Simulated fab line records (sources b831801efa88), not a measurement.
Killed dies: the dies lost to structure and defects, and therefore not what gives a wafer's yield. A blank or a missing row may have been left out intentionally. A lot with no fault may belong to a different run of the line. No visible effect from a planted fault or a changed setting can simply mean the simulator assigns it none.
What tool caused it?	flow sky130	72 wafers sampled from 24 lots at 1 step of a route of 708

## WHAT EACH GAUGE READ, for each wafer
SKY_DNWELL_TW_MEAS_09. Usual: DNWELL_TW gives 1105 (standard deviation 8.9).
lot	measured	on	DNWELL_TW	flag
L074	day 3 05:14	film_metro-01	1117 1119 1115	
L075	day 3 10:14	film_metro-02	1110 1111 1114	
L076	day 3 15:53	film_metro-03	1103 1101 1102	
L077	day 3 23:21	film_metro-02	1113 1115 1110	
L078	day 4 00:32	film_metro-01	1115 1111 1116	
L079	day 4 08:16	film_metro-03	1094 1102 1098	
L080	day 4 12:42	film_metro-01	1108 1110 1110	
L081	day 4 17:31	film_metro-02	1108 1097 1101	
L082	day 4 20:34	film_metro-01	1117 1117 1124	
L083	day 5 04:59	film_metro-03	1103 1109 1103	
L084	day 5 07:59	film_metro-02	1103 1107 1103	
L085	day 5 15:40	film_metro-01	1115 1118 1118	
L086	day 5 20:20	film_metro-01	1115 1114 1115	
L087	day 6 01:47	film_metro-01	1103 1107 1103	
L088	day 6 08:05	film_metro-02	1105 1105 1103	
L089	day 6 14:41	film_metro-02	1101 1105 1104	
L090	day 6 22:59	film_metro-02	1102 1097 1097	
L091	day 7 05:59	film_metro-02	1103 1104 1097	
L092	day 7 11:38	film_metro-01	1098 1091 1090	
L093	day 7 12:34	film_metro-01	1097 1095 1102	
L094	day 7 18:44	film_metro-03	1104 1097 1108	
L095	day 8 04:00	film_metro-03	1127 1123 1127	
L096	day 8 05:32	film_metro-02	1092 1088 1087	
L097	day 8 10:22	film_metro-02	1099 1095 1100	

## WHICH TOOL RAN EACH LOT (tool, then ch and the chambers of the sampled wafers, then the start)
Before these readings, the record contains no process step.

## WHAT THE TOOLS THEMSELVES READ (means of the sampled wafers that have a number; where no wafer has one, the mark that the record gives instead)
The record holds no such reading with a usual standard deviation.

## THE ANSWER, worked out from the rows above alone
Rule: a lot counts as off when the mean over its wafers that have a number is more than 3 standard deviations away from the usual mean. A lot without any number at a reading at which 4 lots or more have one is off too. The other lots that the step has rows for count as sound. The gauges are gone through in route order, then the tools' own readings, and for those a lot's mean is taken as printed above. At the first step where some lot is off, the reading lying furthest off is the one used; lots without a number count as furthest.
None of the lots is off at any reading shown; this tells nothing.

## WHAT THE SIMULATOR HAD PUT IN
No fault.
